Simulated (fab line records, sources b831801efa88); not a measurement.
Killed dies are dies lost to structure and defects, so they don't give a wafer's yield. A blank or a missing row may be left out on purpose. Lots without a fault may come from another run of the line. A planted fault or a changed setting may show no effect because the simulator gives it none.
Chamber matching | flow gf180mcu | GF_V4_CMP_26 on cmp-01: 4 sister chambers
The step polishes, stops on SiO2, t overpolish 15 s, target thk 0 nm. 4 wafers are shown with their chamber, then 11 later ones without.

WAFERS WITH THEIR CHAMBER
wafer  | chamber | motor_current_A (A)
L074.6 | 2       | 10.1
L081.1 | 3       | 10.5
L084.1 | 1       | 9.5
L086.1 | 0       | 9.7

WAFERS WITHOUT THEIR CHAMBER
wafer  | motor_current_A (A)
L086.3 | 10.3
L086.4 | 9.4
L087.2 | 9.3
L087.3 | 9.6
L087.5 | 11.2
L089.3 | 10.4
L089.5 | 9.5
L089.6 | 10.0
L092.1 | 9.5
L092.3 | 9.5
L092.5 | 9.7

WHICH CHAMBER EACH WENT THROUGH
wafer  | from the rows above               | in truth
L086.3 | can't be placed: 3 or 2 or 0      | 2
L086.4 | can't be placed: 1 or 0           | 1
L087.2 | can't be placed: 1 or 0           | 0
L087.3 | can't be placed: 0 or 1 or 2      | 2
L087.5 | can't be placed: 3 or 2           | 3
L089.3 | can't be placed: 3 or 2           | 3
L089.5 | can't be placed: 1 or 0           | 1
L089.6 | can't be placed: 2 or 0 or 1 or 3 | 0
L092.1 | can't be placed: 1 or 0           | 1
L092.3 | can't be placed: 1 or 0           | 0
L092.5 | can't be placed: 0 or 1 or 2      | 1
Placed correctly: 0 of 11. Can't be placed from these rows: 11 (the true chamber is among the candidates in 11). Placed wrongly: 0.
How it was worked out, from the rows above alone: a wafer's distance from a chamber is the root of the sum, over the readings, of the square of ((its reading less the chamber's mean) divided by the reading's scatter). The wafer belongs to the nearest chamber; if the next one is less than 2 further off, it can't be placed. A chamber's mean is the mean of its shown wafers. The scatter: with one shown wafer a chamber, the root of the mean of the squares of how far each hidden wafer lies from its nearest shown one.
